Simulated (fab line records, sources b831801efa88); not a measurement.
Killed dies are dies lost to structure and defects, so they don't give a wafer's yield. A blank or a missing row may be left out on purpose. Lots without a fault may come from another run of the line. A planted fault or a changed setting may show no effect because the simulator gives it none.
fab line records | flow gf180mcu
record lots=5 wafers=15 last_day=34
route steps=602 shown SAB@265 SALICIDE@278 CONTACT@287
lots that met no fault: from a run of the same line without faults
start_h: hours from the record's first day to the start of the lot's first wafer shown | wait_h: hours since the lot's step before | " the same as in the row above | L1.1+2: a row that stands for several wafers | - no value, or no start given | * or withheld: withheld | < > ~ a bound
route shown NAME@n: a module of which the file shows steps, and the number in the route of the first | usual: mean/standard deviation of fault-free wafers | same: alike in all rows | chamber/n: place in a boat | sites: the reading at each site | _std_site: their standard deviation | _edge_site: outer sites' mean less inner sites' | radius_mm: how far each site lies from the wafer's centre | mask NAME#n: copy n | behind: the tool/chamber that last shaped the wafer | hold: why the lot was held/for how many hours/how that ended | device: the transistor (n, p or np) that didn't switch | end of line: the same wafers' tests at the end of the route | a step without rows: its recipe alone | killed: dies lost to structure and defects at the first sort, not the wafer's yield | map: a wafer's dies, x killed, . not, _ none there
set.NAME: the setting as run; set.NAME@STEP: as run at that earlier step | model.NAME: the simulator's own value behind a step, which no gauge read
lots at some steps of the route; a table a step, a row a wafer
services: from which hour (start_h, from the record's first day; less than 0 if before it) a tool's chamber was out of use, for how many hours, and why
## steps
# step GF_SAB_THK_MEAS_01
# recipe reads=SiO2_of_SAB_CVD_00
# usual SAB_CVD_00_THK=50.0/0.62
# columns lot.wafer tool chamber start_h wait_h SAB_CVD_00_THK[nm]
L077.2 film_metro-02 - 343.15 0.0 49.7
L077.3 " - " " 50.3
L077.6 " - " " 50.8
L078.2 film_metro-02 - 349.45 0.0 49.2
L078.5 " - " " 50.4
L078.6 " - " " 50.7
L082.2 film_metro-04 - 386.25 0.0 49.5
L082.4 " - " " 50.6
L082.6 " - " " 50.6
L087.1 film_metro-03 - 426.34 0.0 50.3
L087.2 " - " " 50.4
L087.3 " - " " 50.6
L096.1 film_metro-04 - 504.01 0.0 49.6
L096.3 " - " " 49.3
L096.4 " - " " 50.4
# step GF_SAB_DEHYDRATE_02
# recipe temp_c=200 time_s=60
# columns lot.wafer tool chamber start_h wait_h
L077.2+3+6 litho_track-01 0 353.17 10.0
L078.2+5+6 litho_track-03 0 359.41 9.9
L082.2+4+6 litho_track-03 0 397.16 10.9
L087.1+2+3 litho_track-04 0 437.93 11.6
L096.1+3+4 litho_track-01 0 515.29 11.3
# step GF_SAB_HMDS_03
# recipe prime_time_s=60 prime_temp_c=120
# columns lot.wafer tool chamber start_h wait_h
L077.2+3+6 litho_track-01 0 353.32 0.1
L078.2+5+6 litho_track-03 0 359.56 0.1
L082.2+4+6 litho_track-03 0 397.31 0.1
L087.1+2+3 litho_track-04 0 438.08 0.1
L096.1+3+4 litho_track-01 0 515.44 0.1
# step GF_SAB_COAT_04
# recipe resist=NOVOLAK spin_rpm=3000 resist_thk_nm=1000
# columns lot.wafer tool chamber start_h wait_h
L077.2+3+6 litho_track-01 0 353.47 0.1
L078.2+5+6 litho_track-03 0 359.71 0.1
L082.2+4+6 litho_track-03 0 397.46 0.1
L087.1+2+3 litho_track-04 0 438.23 0.1
L096.1+3+4 litho_track-01 0 515.59 0.1
# step GF_SAB_SOFTBAKE_05
# recipe temp_c=90 time_s=60 resist=NOVOLAK
# columns lot.wafer tool chamber start_h wait_h
L077.2+3+6 litho_track-01 0 353.62 0.1
L078.2+5+6 litho_track-03 0 359.86 0.1
L082.2+4+6 litho_track-03 0 397.61 0.1
L087.1+2+3 litho_track-04 0 438.38 0.1
L096.1+3+4 litho_track-01 0 515.74 0.1
# step GF_SAB_EXPOSE_06
# recipe mask_id=SAB target_cd_nm=420 na=0.6 source_shape=conventional sigma_outer=0.6 dose_mj=140
# usual focus_offset_nm=0.1/0.55
# columns lot.wafer tool chamber start_h wait_h mask focus_offset_nm
L077.2 iline_stepper-01 0 - - SAB#0 0.6
L077.3 " 0 " " SAB#0 -0.2
L077.6 " 0 " " SAB#0 0.0
L078.2 iline_stepper-02 0 - - SAB#0 0.2
L078.5 " 0 " " SAB#0 0.6
L078.6 " 0 " " SAB#0 0.4
L082.2 iline_stepper-01 0 - - SAB#0 0.3
L082.4 " 0 " " SAB#0 0.2
L082.6 " 0 " " SAB#0 0.2
L087.1 iline_stepper-01 0 - - SAB#0 0.5
L087.2 " 0 " " SAB#0 0.1
L087.3 " 0 " " SAB#0 0.3
L096.1 iline_stepper-01 0 - - SAB#0 -0.3
L096.3 " 0 " " SAB#0 -0.4
L096.4 " 0 " " SAB#0 0.0
# step GF_SAB_PEB_07
# recipe temp_c=withheld time_s=* resist=NOVOLAK
# columns lot.wafer tool chamber start_h wait_h
L077.2+3+6 litho_track-03 0 - -
L078.2+5+6 litho_track-03 0 - -
L082.2+4+6 litho_track-01 0 - -
L087.1+2+3 litho_track-01 0 - -
L096.1+3+4 litho_track-01 0 - -
# step GF_SAB_DEVELOP_08
# recipe develop_time_s=60 dev_temp_c=23
# usual developer_temp_C=22.99/0.1
# columns lot.wafer tool chamber start_h wait_h developer_temp_C
L077.2 litho_track-03 0 364.66 0.1 22.84
L077.3 " 0 " " 22.96
L077.6 " 0 " " 22.92
L078.2 litho_track-03 0 370.76 0.1 22.96
L078.5 " 0 " " 22.85
L078.6 " 0 " " 22.86
L082.2 litho_track-01 0 409.32 0.1 23.11
L082.4 " 0 " " 23.03
L082.6 " 0 " " 22.92
L087.1 litho_track-01 0 450.54 0.1 22.83
L087.2 " 0 " " 22.96
L087.3 " 0 " " 22.94
L096.1 litho_track-01 0 527.24 0.1 23.01
L096.3 " 0 " " 22.88
L096.4 " 0 " " 22.92
# step GF_SAB_CD_MEAS_09
# recipe target_cd_nm=420
# usual cd_nm=420.7/2.3
# columns lot.wafer tool chamber start_h wait_h cd_nm
L077.2 cd_sem-01 - 364.80 0.1 423.3
L077.3 " - " " 422.5
L077.6 " - " " 422.7
L078.2 cd_sem-01 - 370.90 0.1 423.7
L078.5 " - " " 419.3
L078.6 " - " " 420.8
L082.2 cd_sem-01 - 409.46 0.1 420.6
L082.4 " - " " 421.1
L082.6 " - " " 420.5
L087.1 cd_sem-02 - 450.69 0.1 421.0
L087.2 " - " " 420.0
L087.3 " - " " 423.1
L096.1 cd_sem-01 - 527.39 0.1 421.3
L096.3 " - " " 423.0
L096.4 " - " " 422.1
# step GF_SAB_OVL_MEAS_10
# usual SAB_OVL=0.4/1.4
# columns lot.wafer tool chamber start_h wait_h SAB_OVL[nm]
L077.2 overlay-01 - 364.91 0.1 1.2
L077.3 " - " " -0.2
L077.6 " - " " -1.9
L078.2 overlay-02 - 371.01 0.1 2.4
L078.5 " - " " 4.0
L078.6 " - " " 1.9
L082.2 overlay-01 - 409.57 0.1 -0.2
L082.4 " - " " 2.3
L082.6 " - " " 0.8
L087.1 overlay-01 - 450.81 0.1 -2.1
L087.2 " - " " 0.4
L087.3 " - " " -0.8
L096.1 overlay-01 - 527.51 0.1 2.6
L096.3 " - " " -0.3
L096.4 " - " " -0.8
# step GF_SAB_ETCH_11
# recipe chemistry=C4F8/O2/Ar mask_material=NOVOLAK target=SiO2 target_depth_nm=55 source_w=1500 bias_w=1200 pressure_mtorr=40 c4f8_flow_sccm=withheld O2_flow_sccm=6 Ar_flow_sccm=300 time_s=8.5
# usual oes_product_au=0.998/0.0077
# columns lot.wafer tool chamber start_h wait_h oes_product_au rf_hours_counter_h
L077.2 rie_diel-04 1 364.94 0.0 1.013 3
L077.3 " 0 " " 1.004 52
L077.6 " 1 " " 0.999 -
L078.2 rie_diel-03 2 371.04 0.0 0.982 95
L078.5 " 3 " " 0.996 -
L078.6 " 0 " " 0.988 -
L082.2 rie_diel-04 3 409.60 0.0 0.985 10
L082.4 " 3 " " 1.003 -
L082.6 " 3 " " 0.997 -
L087.1 rie_diel-03 2 450.85 0.0 1.007 96
L087.2 " 3 " " 0.993 25
L087.3 " 1 " " 0.992 99
L096.1 rie_diel-03 1 527.55 0.0 1.010 1
L096.3 " 3 " " 1.009 27
L096.4 " 0 " " 1.019 57
# step GF_SAB_WET_ETCH_12
# recipe chemistry=dHF target_depth_nm=22 dry=n2_spin target=SiO2 temp_c=25 dilution=100:1 time_s=440
# columns lot.wafer tool chamber start_h wait_h
L077.2+3+6 wet_bench-04 0 364.96 0.0
L078.2+5+6 wet_bench-03 1 371.06 0.0
L082.2+4+6 wet_bench-04 3 409.63 0.0
L087.1+2+3 wet_bench-02 2 450.87 0.0
L096.1+3+4 wet_bench-03 1 527.57 0.0
# step GF_SAB_STRIP_13
# recipe chemistry=O2/N2 power_w=1400 pressure_mtorr=1500 platen_temp_c=250 o2_flow_sccm=3000 n2_flow_sccm=300 overash_fraction=0.5
# usual drypump_motor_current_A=5.8/0.57 heater_power_w=324/9.5 oes_product_au=0.710/0.0047 strip_time_to_endpoint_s=12.62/0.039
# columns lot.wafer tool chamber start_h wait_h drypump_motor_current_A heater_power_w oes_product_au rf_hours_counter_h strip_time_to_endpoint_s
L077.2 plasma_asher-04 1 365.09 0.0 5.9 310 0.714 69 12.66
L077.3 " 1 " " 5.9 328 0.711 - 12.72
L077.6 " 1 " " 5.9 322 0.711 - 12.72
L078.2 plasma_asher-01 0 371.19 0.0 6.8 320 0.704 26 12.56
L078.5 " 0 " " 6.7 331 0.707 - 12.60
L078.6 " 1 " " 5.2 319 0.706 - 12.58
L082.2 plasma_asher-04 0 409.76 0.0 5.8 337 0.716 75 12.66
L082.4 " 1 " " 5.9 321 0.711 - 12.68
L082.6 " 0 " " 5.8 340 0.708 - 12.65
L087.1 plasma_asher-04 0 451.00 0.0 5.8 337 0.703 2 12.60
L087.2 " 1 " " 5.9 323 0.709 2 12.63
L087.3 " 1 " " 5.9 319 0.719 - 12.62
L096.1 plasma_asher-01 0 527.71 0.0 6.8 330 0.714 43 12.58
L096.3 " 1 " " 5.3 315 0.710 - 12.62
L096.4 " 0 " " 6.8 328 0.710 - 12.60
# step GF_SALICIDE_CLEAN_00
# recipe chemistry=SC1/SC2 mix=1:4:20 temp_c=70 time_s=150
# columns lot.wafer tool chamber start_h wait_h
L077.2+3+6 wet_bench-01 2 365.19 0.1
L078.2+5+6 wet_bench-01 1 371.29 0.1
L082.2+4+6 wet_bench-01 0 409.86 0.1
L087.1+2+3 wet_bench-01 2 451.10 0.1
L096.1+3+4 wet_bench-04 3 527.81 0.1
# step GF_SALICIDE_WET_ETCH_01
# recipe chemistry=dHF target_depth_nm=5 dry=ipa_marangoni target=SiO2 temp_c=25 dilution=100:1 time_s=100
# columns lot.wafer tool chamber start_h wait_h
L077.2+3+6 wet_bench-03 1 365.25 0.0
L078.2+5+6 wet_bench-04 3 371.34 0.0
L082.2+4+6 wet_bench-04 0 409.91 0.0
L087.1+2+3 wet_bench-04 1 451.15 0.0
L096.1+3+4 wet_bench-01 0 527.86 0.0
# step GF_SALICIDE_SPUTTER_02
# recipe material=Co target_thk_nm=10 power_w=1000 time_s=20 chamber_pressure_pa=0.4
# usual throttle_valve_pct=30.1/0.94
# columns lot.wafer tool chamber start_h wait_h throttle_valve_pct
L077.2 pvd_sputter-01 - 365.28 0.0 29.5
L077.3 " - " " 31.7
L077.6 " - " " 30.2
L078.2 pvd_sputter-01 - 371.38 0.0 31.4
L078.5 " - " " 29.9
L078.6 " - " " 31.5
L082.2 pvd_sputter-01 - 409.95 0.0 29.9
L082.4 " - " " 30.3
L082.6 " - " " 28.8
L087.1 pvd_sputter-01 - 451.19 0.0 29.9
L087.2 " - " " 30.2
L087.3 " - " " 29.0
L096.1 pvd_sputter-02 - 527.90 0.0 29.3
L096.3 " - " " 30.8
L096.4 " - " " 29.5
# step GF_SALICIDE_SPUTTER_03
# recipe material=TiN target_thk_nm=20 power_w=6500 time_s=16.7 chamber_pressure_pa=0.4
# usual throttle_valve_pct=30.1/0.97
# columns lot.wafer tool chamber start_h wait_h throttle_valve_pct
L077.2 pvd_sputter-01 - 365.31 0.0 29.6
L077.3 " - " " 31.3
L077.6 " - " " 30.0
L078.2 pvd_sputter-01 - 371.41 0.0 31.7
L078.5 " - " " 29.9
L078.6 " - " " 31.9
L082.2 pvd_sputter-01 - 409.97 0.0 29.8
L082.4 " - " " 30.1
L082.6 " - " " 29.0
L087.1 pvd_sputter-01 - 451.22 0.0 30.0
L087.2 " - " " 30.2
L087.3 " - " " 29.5
L096.1 pvd_sputter-02 - 527.93 0.0 29.6
L096.3 " - " " 30.7
L096.4 " - " " 29.4
# step GF_SALICIDE_RS_MEAS_04
# recipe thk_meas_gauge=four-point-probe reads=TiN_of_SALICIDE_SPUTTER_03+Co_of_SALICIDE_SPUTTER_02
# usual SALICIDE_TIN_RS=16.15/0.25
# columns lot.wafer tool chamber start_h wait_h SALICIDE_TIN_RS[ohm/sq]
L077.2 film_metro-01 - 365.36 0.0 16.09
L077.3 " - " " 15.95
L077.6 " - " " 15.93
L078.2 film_metro-02 - 371.46 0.0 15.90
L078.5 " - " " 16.11
L078.6 " - " " 16.07
L082.2 film_metro-01 - 410.02 0.0 16.08
L082.4 " - " " 15.91
L082.6 " - " " 16.17
L087.1 film_metro-01 - 451.24 0.0 16.61
L087.2 " - " " 16.35
L087.3 " - " " 16.78
L096.1 film_metro-04 - 527.96 0.0 16.31
L096.3 " - " " 16.15
L096.4 " - " " 16.33
# step GF_SALICIDE_THK_MEAS_05
# recipe thk_meas_gauge=xrf reads=TiN_of_SALICIDE_SPUTTER_03
# usual SALICIDE_TIN_THK=20.31/0.26
# columns lot.wafer tool chamber start_h wait_h SALICIDE_TIN_THK[nm]
L077.2 film_metro-01 - 365.47 0.1 20.21
L077.3 " - " " 20.07
L077.6 " - " " 20.27
L078.2 film_metro-02 - 371.57 0.1 20.45
L078.5 " - " " 20.59
L078.6 " - " " 20.47
L082.2 film_metro-01 - 410.13 0.1 20.12
L082.4 " - " " 20.31
L082.6 " - " " 20.01
L087.1 film_metro-01 - 451.36 0.1 19.83
L087.2 " - " " 19.75
L087.3 " - " " 19.65
L096.1 film_metro-04 - 528.08 0.1 20.38
L096.3 " - " " 20.11
L096.4 " - " " 20.35
# step GF_SALICIDE_RTA_06
# recipe temp_c=530 time_s=30 ambient=N2
# usual anneal_temp_c_max=533.4/0.9 lamp_power_pct=5.29/0.2 wafer_temp_C_max=532.0/0.74
# columns lot.wafer tool chamber start_h wait_h anneal_temp_c_max lamp_power_pct wafer_temp_C_max
L077.2 rtp_anneal-01 0 365.53 0.1 533.2 5.49 531.2
L077.3 " 0 " " 534.8 5.49 531.4
L077.6 " 0 " " 534.6 5.50 531.6
L078.2 rtp_anneal-02 0 371.63 0.1 532.3 5.09 533.4
L078.5 " 0 " " 532.5 5.09 532.8
L078.6 " 0 " " 532.8 5.09 532.6
L082.2 rtp_anneal-01 0 410.20 0.1 533.8 5.49 531.0
L082.4 " 0 " " 533.2 5.49 531.2
L082.6 " 0 " " 534.6 5.49 531.6
L087.1 rtp_anneal-02 0 451.42 0.1 532.6 5.09 533.0
L087.2 " 0 " " 532.5 5.09 533.4
L087.3 " 0 " " 532.8 5.09 531.6
L096.1 rtp_anneal-01 0 528.14 0.1 533.9 5.50 531.7
L096.3 " 0 " " 534.8 5.49 531.4
L096.4 " 0 " " 534.5 5.50 531.7
# step GF_SALICIDE_WET_ETCH_07
# recipe chemistry=SPM target_depth_nm=120 dry=n2_spin
# columns lot.wafer tool chamber start_h wait_h
L077.2+3+6 wet_bench-04 1 365.62 0.1
L078.2+5+6 wet_bench-03 0 371.72 0.1
L082.2+4+6 wet_bench-04 3 410.28 0.1
L087.1+2+3 wet_bench-04 3 451.52 0.1
L096.1+3+4 wet_bench-03 0 528.24 0.1
# step GF_SALICIDE_RTA_08
# recipe temp_c=800 time_s=30 ambient=N2
# usual anneal_temp_c_max=805.1/1.2 lamp_power_pct=14.6/0.56 wafer_temp_C_max=803.2/1.1
# columns lot.wafer tool chamber start_h wait_h anneal_temp_c_max lamp_power_pct wafer_temp_C_max
L077.2 rtp_anneal-02 0 365.73 0.0 805.2 14.1 805.0
L077.3 " 0 " " 804.1 14.1 805.1
L077.6 " 0 " " 804.4 14.1 805.0
L078.2 rtp_anneal-01 0 371.82 0.0 804.8 15.3 802.0
L078.5 " 0 " " 807.2 15.3 802.6
L078.6 " 0 " " 806.2 15.3 802.8
L082.2 rtp_anneal-02 0 410.39 0.0 803.7 14.1 804.4
L082.4 " 0 " " 806.1 14.1 802.9
L082.6 " 0 " " 804.3 14.2 804.2
L087.1 rtp_anneal-01 0 451.62 0.0 806.2 15.3 802.3
L087.2 " 0 " " 804.8 15.2 801.4
L087.3 " 0 " " 806.4 15.3 801.9
L096.1 rtp_anneal-02 0 528.34 0.0 804.1 14.1 804.2
L096.3 " 0 " " 804.3 14.1 804.3
L096.4 " 0 " " 804.6 14.1 803.5
# step GF_CONTACT_CVD_00
# recipe material=SiO2 target_thk_nm=300 sigma_open_frac=0.3 temp_c=400 time_s=50 sih4_flow_sccm=60 pressure_mtorr=6
# columns lot.wafer tool chamber start_h wait_h
L077.2+3+6 hdpcvd-01 0,2,2 365.81 0.1
L078.2+5+6 hdpcvd-01 0,1,2 371.91 0.1
L082.2+4+6 hdpcvd-01 1,1,0 410.47 0.1
L087.1+2+3 hdpcvd-01 2,0,1 451.72 0.1
L096.1+3+4 hdpcvd-02 0,2,1 528.44 0.1
# step GF_CONTACT_THK_MEAS_01
# recipe reads=SiO2_of_CONTACT_CVD_00
# usual CONTACT_CVD_00_THK=300.8/2.6
# columns lot.wafer tool chamber start_h wait_h CONTACT_CVD_00_THK[nm]
L077.2 film_metro-03 - 365.86 0.0 299.5
L077.3 " - " " 296.7
L077.6 " - " " 299.9
L078.2 film_metro-01 - 371.96 0.0 304.9
L078.5 " - " " 303.1
L078.6 " - " " 299.2
L082.2 film_metro-04 - 410.53 0.0 295.1
L082.4 " - " " 302.5
L082.6 " - " " 303.6
L087.1 film_metro-04 - 451.77 0.0 301.7
L087.2 " - " " 300.8
L087.3 " - " " 298.7
L096.1 film_metro-03 - 528.48 0.0 297.9
L096.3 " - " " 297.9
L096.4 " - " " 300.8
# step GF_CONTACT_CVD_02
# recipe material=SiO2 target_thk_nm=860 precursor=TEOS temp_c=400 time_s=95.992 rf_w=600
# usual heater_power_w=599/95
# columns lot.wafer tool chamber start_h wait_h heater_power_w
L077.2 pecvd-02 1 365.91 0.0 706
L077.3 " 0 " " 553
L077.6 " 2 " " 638
L078.2 pecvd-04 0 372.01 0.0 577
L078.5 " 0 " " 455
L078.6 " 1 " " 509
L082.2 pecvd-02 0 410.58 0.0 506
L082.4 " 2 " " 764
L082.6 " 1 " " 665
L087.1 pecvd-04 1 451.83 0.1 566
L087.2 " 2 " " 663
L087.3 " 0 " " 574
L096.1 pecvd-02 1 528.54 0.1 719
L096.3 " 0 " " 482
L096.4 " 1 " " 558
# step GF_CONTACT_THK_MEAS_03
# recipe reads=SiO2_of_CONTACT_CVD_02
# usual CONTACT_CVD_02_THK=855/10
# columns lot.wafer tool chamber start_h wait_h CONTACT_CVD_02_THK[nm]
L077.2 film_metro-01 - 365.99 0.0 858
L077.3 " - " " 852
L077.6 " - " " 853
L078.2 film_metro-01 - 372.09 0.0 864
L078.5 " - " " 872
L078.6 " - " " 871
L082.2 film_metro-01 - 410.66 0.0 847
L082.4 " - " " 864
L082.6 " - " " 864
L087.1 film_metro-03 - 451.90 0.0 845
L087.2 " - " " 841
L087.3 " - " " 838
L096.1 film_metro-04 - 528.61 0.0 851
L096.3 " - " " 845
L096.4 " - " " 878
# step GF_CONTACT_CMP_04
# recipe material=SiO2 down_force_psi=4 platen_rpm=60 pad_velocity_m_s=0.94248
# usual motor_current_A=11.6/1.3 platen_rpm=60.00/0.043 slurry_filter_dp_kPa=13.50/0.13 time_to_endpoint_s=107/5.6
# columns lot.wafer tool chamber start_h wait_h motor_current_A platen_rpm slurry_filter_dp_kPa time_to_endpoint_s
L077.3 cmp-02 2 366.04 0.0 9.8 60.01 13.43 110
L077.2 " 3 " " 11.0 60.00 13.32 110
L077.6 " 2 " " 10.0 60.07 13.47 107
L078.2 cmp-02 1 372.14 0.0 11.7 59.97 13.33 108
L078.5 " 1 " " 11.6 59.98 13.79 112
L078.6 " 2 " " 9.5 60.02 13.53 110
L082.4 cmp-02 1 410.76 0.1 11.9 59.98 13.55 106
L082.2 " 2 " " 10.3 59.98 13.37 97
L082.6 " 1 " " 10.6 60.04 13.61 105
L087.1 cmp-01 1 451.96 0.1 12.6 59.98 13.82 109
L087.2 " 2 " " 13.8 60.02 13.45 104
L087.3 " 0 " " 12.6 59.96 13.76 104
L096.1 cmp-02 1 528.67 0.1 11.6 60.05 13.69 100
L096.4 " 2 " " 10.0 60.01 13.52 109
L096.3 " 3 " " 11.5 59.96 13.32 104
# step GF_CONTACT_BOW_MEAS_05
# recipe mode=bow
# usual CONTACT_BOW=66/6.6
# columns lot.wafer tool chamber start_h wait_h CONTACT_BOW[um]
L077.2 film_metro-03 - 366.36 0.2 67
L077.3 " - " " 58
L077.6 " - " " 65
L078.2 film_metro-01 - 372.46 0.3 64
L078.5 " - " " 60
L078.6 " - " " 66
L082.2 film_metro-04 - 411.03 0.2 66
L082.4 " - " " 71
L082.6 " - " " 62
L087.1 film_metro-01 - 452.26 0.2 66
L087.2 " - " " 74
L087.3 " - " " 66
L096.1 film_metro-01 - 528.97 0.2 62
L096.3 " - " " 74
L096.4 " - " " 61
# step GF_CONTACT_DEHYDRATE_06
# recipe temp_c=200 time_s=60
# columns lot.wafer tool chamber start_h wait_h
L077.2+3+6 litho_track-04 0 377.26 10.9
L078.2+5+6 litho_track-04 0 382.91 10.4
L082.2+4+6 litho_track-04 0 422.51 11.5
L087.1+2+3 litho_track-01 0 463.89 11.6
L096.1+3+4 litho_track-02 0 539.38 10.4
# step GF_CONTACT_HMDS_07
# recipe prime_time_s=60 prime_temp_c=120
# columns lot.wafer tool chamber start_h wait_h
L077.2+3+6 litho_track-04 0 377.41 0.1
L078.2+5+6 litho_track-04 0 383.06 0.1
L082.2+4+6 litho_track-04 0 422.66 0.1
L087.1+2+3 litho_track-01 0 464.04 0.1
L096.1+3+4 litho_track-02 0 539.53 0.1
# step GF_CONTACT_COAT_08
# recipe resist=BARC temp_c=withheld time_s=withheld spin_rpm=withheld resist_thk_nm=withheld
# columns lot.wafer tool chamber start_h wait_h
L077.2+3+6 litho_track-04 0 377.56 0.1
L078.2+5+6 litho_track-04 0 383.21 0.1
L082.2+4+6 litho_track-04 0 422.81 0.1
L087.1+2+3 litho_track-01 0 464.19 0.1
L096.1+3+4 litho_track-02 0 539.68 0.1
# step GF_CONTACT_COAT_09
# recipe resist=KrF spin_rpm=withheld resist_thk_nm=1000
# columns lot.wafer tool chamber start_h wait_h
L077.2+3+6 litho_track-04 0 - -
L078.2+5+6 litho_track-04 0 - -
L082.2+4+6 litho_track-04 0 - -
L087.1+2+3 litho_track-01 0 - -
L096.1+3+4 litho_track-02 0 - -
# step GF_CONTACT_SOFTBAKE_10
# recipe temp_c=130 time_s=60 resist=KrF
# columns lot.wafer tool chamber start_h wait_h
L077.2+3+6 litho_track-04 0 - -
L078.2+5+6 litho_track-04 0 - -
L082.2+4+6 litho_track-04 0 - -
L087.1+2+3 litho_track-01 0 - -
L096.1+3+4 litho_track-02 0 - -
# step GF_CONTACT_EXPOSE_11
# recipe mask_id=Contact target_cd_nm=220 na=0.68 source_shape=conventional sigma_outer=0.6 dose_mj=38
# usual focus_offset_nm=-0.1/0.5
# columns lot.wafer tool chamber start_h wait_h mask focus_offset_nm
L077.2 krf_scanner-02 0 - - Contact#0 0.1
L077.3 " 0 " " Contact#0 -0.2
L077.6 " 0 " " Contact#0 0.6
L078.2 krf_scanner-02 0 - - Contact#0 -0.2
L078.5 " 0 " " Contact#0 -0.2
L078.6 " 0 " " Contact#0 -0.1
L082.2 krf_scanner-01 0 - - Contact#0 -1.8
L082.4 " 0 " " Contact#0 -0.2
L082.6 " 0 " " Contact#0 -0.5
L087.1 krf_scanner-02 0 - - Contact#0 0.1
L087.2 " 0 " " Contact#0 -0.4
L087.3 " 0 " " Contact#0 0.4
L096.1 krf_scanner-01 0 - - Contact#0 -0.2
L096.3 " 0 " " Contact#0 -0.2
L096.4 " 0 " " Contact#0 0.6
# step GF_CONTACT_PEB_12
# recipe peb_temp_c=135 peb_time_s=90 resist=KrF
# columns lot.wafer tool chamber start_h wait_h
L077.2+3+6 litho_track-02 0 - -
L078.2+5+6 litho_track-02 0 - -
L082.2+4+6 litho_track-04 0 - -
L087.1+2+3 litho_track-04 0 - -
L096.1+3+4 litho_track-01 0 - -
# step GF_CONTACT_DEVELOP_13
# recipe develop_time_s=60 resist=KrF dev_temp_c=21
# usual developer_temp_C=21.02/0.1
# columns lot.wafer tool chamber start_h wait_h developer_temp_C
L077.2 litho_track-02 0 388.91 0.2 21.00
L077.3 " 0 " " 21.07
L077.6 " 0 " " 21.05
L078.2 litho_track-02 0 394.91 0.2 21.01
L078.5 " 0 " " 21.17
L078.6 " 0 " " 20.98
L082.2 litho_track-04 0 435.01 0.2 21.07
L082.4 " 0 " " 21.01
L082.6 " 0 " " 20.96
L087.1 litho_track-04 0 477.13 0.2 20.84
L087.2 " 0 " " 20.97
L087.3 " 0 " " 20.98
L096.1 litho_track-01 0 551.54 0.2 20.97
L096.3 " 0 " " 21.18
L096.4 " 0 " " 21.01
# step GF_CONTACT_CD_MEAS_14
# recipe target_cd_nm=220
# usual cd_nm=220.1/1.3
# columns lot.wafer tool chamber start_h wait_h cd_nm
L077.2 cd_sem-01 - 389.15 0.2 220.6
L077.3 " - " " 219.9
L077.6 " - " " 218.4
L078.2 cd_sem-01 - 395.06 0.1 219.9
L078.5 " - " " 218.3
L078.6 " - " " 219.5
L082.2 cd_sem-02 - 435.15 0.1 220.9
L082.4 " - " " 220.2
L082.6 " - " " 220.6
L087.1 cd_sem-01 - 477.28 0.1 220.2
L087.2 " - " " 220.2
L087.3 " - " " 221.1
L096.1 cd_sem-02 - 551.69 0.1 220.5
L096.3 " - " " 219.2
L096.4 " - " " 220.0
# step GF_CONTACT_OVL_MEAS_15
# usual CONTACT_OVL=3/5.5
# columns lot.wafer tool chamber start_h wait_h CONTACT_OVL[nm]
L077.2 overlay-02 - 389.25 0.1 5
L077.3 " - " " -3
L077.6 " - " " 3
L078.2 overlay-01 - 395.16 0.1 -1
L078.5 " - " " 2
L078.6 " - " " -2
L082.2 overlay-02 - 435.26 0.1 0
L082.4 " - " " -2
L082.6 " - " " 1
L087.1 overlay-01 - 477.40 0.1 7
L087.2 " - " " 2
L087.3 " - " " 4
L096.1 overlay-01 - 551.81 0.1 1
L096.3 " - " " 5
L096.4 " - " " 5
# step GF_CONTACT_ETCH_16
# recipe chemistry=N2/H2 target_depth_a=withheld overetch_a=withheld time_s=withheld target=BARC ion_energy_ev=200 source_w=500 bias_w=100 pressure_mtorr=30 n2_flow_sccm=100 h2_flow_sccm=200
# usual drypump_motor_current_A=5.5/0.53 oes_product_au=0.855/0.0048 throttle_valve_pct=13.224/0.0095
# columns lot.wafer tool chamber start_h wait_h drypump_motor_current_A oes_product_au throttle_valve_pct
L077.2 rie_diel-01 0 389.28 0.0 5.8 0.857 13.233
L077.3 " 3 " " 5.0 0.849 13.213
L077.6 " 1 " " 4.6 0.854 13.225
L078.2 rie_diel-02 2 395.19 0.0 5.1 0.867 13.235
L078.5 " 0 " " 5.7 0.854 13.218
L078.6 " 3 " " 4.9 0.856 13.247
L082.2 rie_diel-03 0 435.29 0.0 6.1 0.850 13.227
L082.4 " 1 " " 5.2 0.855 13.230
L082.6 " 3 " " 6.1 0.852 13.208
L087.1 rie_diel-02 1 477.44 0.0 6.0 0.856 13.221
L087.2 " 2 " " 5.1 0.858 13.230
L087.3 " 0 " " 5.7 0.855 13.218
L096.1 rie_diel-02 3 551.85 0.0 4.9 0.856 13.225
L096.3 " 1 " " 6.0 0.861 13.220
L096.4 " 0 " " 5.7 0.854 13.218
# step GF_CONTACT_ETCH_17
# recipe chemistry=C4F8/O2/Ar mask_material=KrF target=SiO2 stop_on=CoSi2 source_w=1500 bias_w=1200 pressure_mtorr=40 c4f8_flow_sccm=withheld O2_flow_sccm=6 Ar_flow_sccm=300 time_s=withheld target_depth_a=8600
# usual oes_product_au=0.815/0.0045
# columns lot.wafer tool chamber start_h wait_h oes_product_au
L077.2 rie_diel-01 0 - - 0.817
L077.3 " 3 " " 0.811
L077.6 " 1 " " 0.816
L078.2 rie_diel-02 2 - - 0.816
L078.5 " 0 " " 0.817
L078.6 " 3 " " 0.814
L082.2 rie_diel-03 0 - - 0.812
L082.4 " 1 " " 0.811
L082.6 " 3 " " 0.814
L087.1 rie_diel-02 1 - - 0.808
L087.2 " 2 " " 0.808
L087.3 " 0 " " 0.809
L096.1 rie_diel-02 3 - - 0.817
L096.3 " 1 " " 0.811
L096.4 " 0 " " 0.820
## services
# columns tool chamber start_h hours kind
rie_diel-03 3 347.36 6.3 repair
rie_diel-02 1 349.12 4.0 repair
rie_diel-03 2 351.43 7.4 repair
pecvd-02 - 368.88 14.0 pm
cmp-02 - 384.67 3.9 pm
rie_diel-02 2 399.97 1.8 repair
wet_bench-01 - 400.01 1.9 pm
pvd_sputter-01 - 400.45 1.4 repair
cmp-02 - 404.00 4.0 pm
rie_diel-03 2 408.96 5.3 repair
pvd_sputter-01 - 412.27 0.6 repair
rie_diel-02 0 412.31 2.4 repair
rie_diel-02 0 419.65 37.0 repair
wet_bench-04 - 432.72 2.6 repair
pvd_sputter-01 - 438.60 2.9 repair
iline_stepper-01 - 443.50 1.7 pm
rie_diel-03 - 456.38 2.8 repair
rie_diel-02 2 460.88 5.3 repair
rtp_anneal-02 - 481.76 1.3 pm
cmp-02 - 499.91 1.3 repair
rie_diel-02 2 503.06 8.0 repair
iline_stepper-01 - 525.22 2.1 pm
rie_diel-02 2 533.11 3.2 repair
pvd_sputter-01 - 533.63 1.5 repair
## key
fault none
